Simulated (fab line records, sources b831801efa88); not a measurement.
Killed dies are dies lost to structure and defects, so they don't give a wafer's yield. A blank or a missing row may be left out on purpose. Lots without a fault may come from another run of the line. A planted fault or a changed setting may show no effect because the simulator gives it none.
Which tool did it? | flow sky130 | 24 lots, 72 wafers sampled, at 4 steps of a route of 708

WHAT THE GAUGES READ, wafer by wafer
SKY_NWELL_RS_MEAS_31: measures by four-point-probe. Usual: PWDE_RS 5346 ohm/sq, standard deviation 18.
lot  | measured     | on            | PWDE_RS (ohm/sq) | flag
L074 | day 5 13:07  | film_metro-04 | 5343 5327 5336   |
L075 | day 5 13:55  | film_metro-04 | 5357 5338 5343   |
L076 | day 5 19:43  | film_metro-02 | 5345 5346 5344   |
L077 | day 6 02:01  | film_metro-04 | 5327 5316 5319   |
L078 | day 6 08:17  | film_metro-04 | 5358 5347 5375   |
L079 | day 6 11:20  | film_metro-04 | 5366 5352 5380   |
L080 | day 6 19:19  | film_metro-04 | 5335 5331 5358   |
L081 | day 7 03:55  | film_metro-03 | 5366 5354 5354   |
L082 | day 7 15:25  | film_metro-04 | 5337 5338 5339   |
L084 | day 7 18:05  | film_metro-02 | 5352 5351 5345   |
L083 | day 7 18:37  | film_metro-02 | 5343 5322 5349   |
L085 | day 7 23:16  | film_metro-03 | 5346 5354 5357   |
L086 | day 8 09:50  | film_metro-04 | 5343 5343 5348   |
L087 | day 8 16:01  | film_metro-03 | 5307 5305 5320   |
L088 | day 9 02:41  | film_metro-04 | 5349 5377 5386   |
L089 | day 9 06:57  | film_metro-03 | 5346 5326 5323   |
L090 | day 9 12:55  | film_metro-04 | 5374 5382 5369   |
L091 | day 9 17:14  | film_metro-04 | 5328 5337 5322   |
L092 | day 9 23:38  | film_metro-02 | 5324 5337 5349   |
L093 | day 10 05:58 | film_metro-04 | 5330 5344 5336   |
L094 | day 10 16:07 | film_metro-03 | 5339 5350 5363   |
L095 | day 10 22:22 | film_metro-02 | 5371 5381 5359   |
L096 | day 11 02:02 | film_metro-03 | 5329 5347 5333   |
L097 | day 11 03:38 | film_metro-03 | 5346 5351 5360   |

SKY_VT_ADJUST_NCORE_OVL_MEAS_08. Usual: VT_ADJUST_NCORE_OVL -0.2 nm, standard deviation 1.3.
lot  | measured     | on         | VT_ADJUST_NCORE_OVL (nm) | flag
L074 | day 8 19:50  | overlay-02 | 0.2 -1.1 0.6             |
L075 | day 8 20:52  | overlay-02 | 1.9 4.2 2.7              |
L076 | day 9 04:13  | overlay-02 | -0.9 -2.1 -3.0           |
L077 | day 9 12:47  | overlay-02 | -2.3 -0.7 0.1            |
L078 | day 9 19:18  | overlay-02 | -1.1 -0.6 -1.4           |
L079 | day 9 22:43  | overlay-02 | -0.8 0.1 -0.2            |
L080 | day 10 08:20 | overlay-02 | -1.8 -1.6 -1.8           |
L081 | day 10 19:18 | overlay-01 | 0.7 0.6 0.6              |
L082 | day 11 07:36 | overlay-01 | -0.3 0.1 0.2             |
L084 | day 11 11:33 | overlay-02 | 2.2 2.9 0.5              |
L083 | day 11 13:51 | overlay-02 | 1.8 0.8 0.7              |
L085 | day 11 17:33 | overlay-02 | -0.1 -0.2 -0.7           |
L086 | day 12 04:52 | overlay-01 | -3.0 -3.0 -1.6           |
L087 | day 12 12:12 | overlay-02 | -0.1 -1.1 -2.7           |
L088 | day 13 01:16 | overlay-02 | -0.7 -0.5 0.1            |
L089 | day 13 06:49 | overlay-01 | -0.5 -1.6 -1.6           |
L090 | day 13 12:15 | overlay-01 | -0.8 -1.0 0.0            |
L091 | day 13 16:28 | overlay-02 | -1.3 0.7 1.5             |
L092 | day 13 22:12 | overlay-01 | 1.2 -0.6 0.0             |
L093 | day 14 08:24 | overlay-01 | -0.3 -0.8 1.2            |
L094 | day 14 20:00 | overlay-01 | 1.1 1.4 0.6              |
L095 | day 15 02:33 | overlay-02 | -1.6 -1.5 -2.3           |
L096 | day 15 06:00 | overlay-02 | -0.4 0.5 1.0             |
L097 | day 15 09:27 | overlay-02 | -0.6 0.4 -0.5            |

SKY_SD_N_OVL_MEAS_08. Usual: SD_N_OVL 0.4 nm, standard deviation 1.2.
lot  | measured     | on         | SD_N_OVL (nm)  | flag
L074 | day 27 23:29 | overlay-01 | 0.0 0.9 -0.2   |
L075 | day 28 04:04 | overlay-02 | -0.5 0.0 0.4   |
L076 | day 28 10:28 | overlay-02 | 2.8 0.7 -0.2   |
L077 | day 29 04:45 | overlay-01 | 0.0 -0.1 0.4   |
L078 | day 29 12:36 | overlay-01 | 0.4 -0.1 0.7   |
L079 | day 29 07:38 | overlay-01 | 0.9 1.0 2.1    |
L080 | day 30 10:16 | overlay-02 | 0.5 1.2 1.0    |
L081 | day 30 10:56 | overlay-01 | 0.0 1.0 1.1    |
L082 | day 30 22:42 | overlay-01 | -0.8 1.9 1.3   |
L084 | day 31 11:56 | overlay-02 | -0.6 -1.6 -1.7 |
L083 | day 30 23:36 | overlay-02 | 0.5 0.0 0.2    |
L085 | day 31 00:47 | overlay-02 | 2.7 2.9 3.0    |
L086 | day 32 07:56 | overlay-01 | 1.8 0.1 -0.4   |
L087 | day 32 12:11 | overlay-02 | 1.1 1.4 2.4    |
L088 | day 33 06:04 | overlay-01 | 0.7 -0.5 -1.6  |
L089 | day 33 10:28 | overlay-01 | -0.1 0.1 2.8   |
L090 | day 33 10:09 | overlay-01 | -0.1 -1.3 -0.8 |
L091 | day 33 13:37 | overlay-02 | 0.2 -0.9 0.4   |
L092 | day 33 17:28 | overlay-02 | 0.2 1.9 2.9    |
L093 | day 34 19:44 | overlay-01 | -0.1 -0.7 -0.4 |
L094 | day 34 23:54 | overlay-01 | -0.1 -0.2 1.5  |
L095 | day 35 01:08 | overlay-01 | 0.7 2.5 1.9    |
L096 | day 35 05:25 | overlay-02 | -1.0 0.4 1.1   |
L097 | day 35 06:01 | overlay-02 | 1.4 -0.6 -0.5  |

WHICH TOOL RAN EACH LOT (tool, then ch and the chambers of the sampled wafers, then the start)
lot  | SKY_SONOS_ONO_ETCH_15
L074 | rie_diel-04 ch 1,2, day 12 22:08
L075 | rie_diel-03 ch 0,3, day 13 01:14
L076 | rie_diel-04 ch 0,1,3, day 13 07:08
L077 | rie_diel-03 ch 2,3, day 13 18:02
L078 | rie_diel-03 ch 0,1,3, day 14 03:29
L079 | rie_diel-04 ch 1,2,3, day 14 03:47
L080 | rie_diel-01 ch 0,3, day 14 17:35
L081 | rie_diel-01 ch 1,3, day 15 03:11
L082 | rie_diel-01 ch 1,2, day 15 19:35
L084 | rie_diel-04 ch 2,3, day 16 00:44
L083 | rie_diel-01 ch 0,2,3, day 16 05:50
L085 | rie_diel-03 ch 0,1,2, day 16 08:17
L086 | rie_diel-03 ch 0,2,3, day 16 20:44
L087 | rie_diel-03 ch 0,1,3, day 17 05:26
L088 | rie_diel-01 ch 2,3, day 17 22:44
L089 | rie_diel-03 ch 1,3, day 18 06:02
L090 | rie_diel-01 ch 0,1, day 18 11:20
L091 | rie_diel-04 ch 0,2,3, day 18 21:38
L092 | rie_diel-03 ch 1,2, day 18 23:13
L093 | rie_diel-03 ch 0,1,2, day 19 11:11
L094 | rie_diel-01 ch 1,2,3, day 20 04:26
L095 | rie_diel-01 ch 1,2, day 20 05:38
L096 | rie_diel-03 ch 0,1,3, day 20 09:20
L097 | rie_diel-01 ch 0,1,2, day 20 14:17
- SKY_SONOS_ONO_ETCH_15: etches the open film in CHF3/O2, target depth 19.52 nm, time 7.8 s.

WHAT THE TOOLS THEMSELVES READ (means of the sampled wafers that have a number; where no wafer has one, the mark that the record gives instead)
SKY_SONOS_ONO_ETCH_15. Usual: drypump_motor_current_A 5.5 A, standard deviation 0.41; oes_product_au 1.001 a.u., standard deviation 0.012; throttle_valve_pct 8.827 %, standard deviation 0.0098.
lot  | tool        | drypump_motor_current_A (A) | oes_product_au (a.u.) | throttle_valve_pct (%) | flag
L074 | rie_diel-04 | 5.5                         | 0.996                 | 8.833                  |
L075 | rie_diel-03 | 5.2                         | 0.995                 | 8.820                  |
L076 | rie_diel-04 | 5.7                         | 0.989                 | 8.815                  |
L077 | rie_diel-03 | 5.8                         | 0.999                 | 8.821                  |
L078 | rie_diel-03 | 5.3                         | 1.003                 | 8.824                  |
L079 | rie_diel-04 | 5.5                         | 0.987                 | 8.825                  |
L080 | rie_diel-01 | 5.8                         | 1.004                 | 8.828                  |
L081 | rie_diel-01 | 5.8                         | 1.002                 | 8.827                  |
L082 | rie_diel-01 | 5.6                         | 0.999                 | 8.824                  |
L084 | rie_diel-04 | 5.5                         | 0.998                 | 8.833                  |
L083 | rie_diel-01 | 5.9                         | 1.011                 | 8.827                  |
L085 | rie_diel-03 | 5.1                         | 0.996                 | 8.829                  |
L086 | rie_diel-03 | 5.5                         | 0.990                 | 8.826                  |
L087 | rie_diel-03 | 5.2                         | 0.999                 | 8.835                  |
L088 | rie_diel-01 | 6.2                         | 1.007                 | 8.830                  |
L089 | rie_diel-03 | 5.2                         | 1.015                 | 8.828                  |
L090 | rie_diel-01 | 5.4                         | 1.013                 | 8.824                  |
L091 | rie_diel-04 | 5.4                         | 0.999                 | 8.838                  |
L092 | rie_diel-03 | 5.4                         | 0.996                 | 8.824                  |
L093 | rie_diel-03 | 5.1                         | 1.000                 | 8.826                  |
L094 | rie_diel-01 | 5.8                         | 0.997                 | 8.829                  |
L095 | rie_diel-01 | 5.9                         | 1.007                 | 8.823                  |
L096 | rie_diel-03 | 5.2                         | 1.010                 | 8.825                  |
L097 | rie_diel-01 | 5.7                         | 1.009                 | 8.830                  |

THE ANSWER, worked out from the rows above alone
Rule: a lot is off if the mean of its wafers that have a number lies more than 3 standard deviations from the usual mean. A lot without any number at a reading at which 4 lots or more have one is off too. The other lots that the step has rows for count as sound. The gauges are gone through in route order, then the tools' own readings, and for those a lot's mean is taken as printed above. The first step at which some lot is off is used, and at that step the reading that is off furthest; a lot without a number counts as furthest.
No lot is off at any reading shown: from this, nothing can be told.

WHAT THE SIMULATOR HAD PUT IN
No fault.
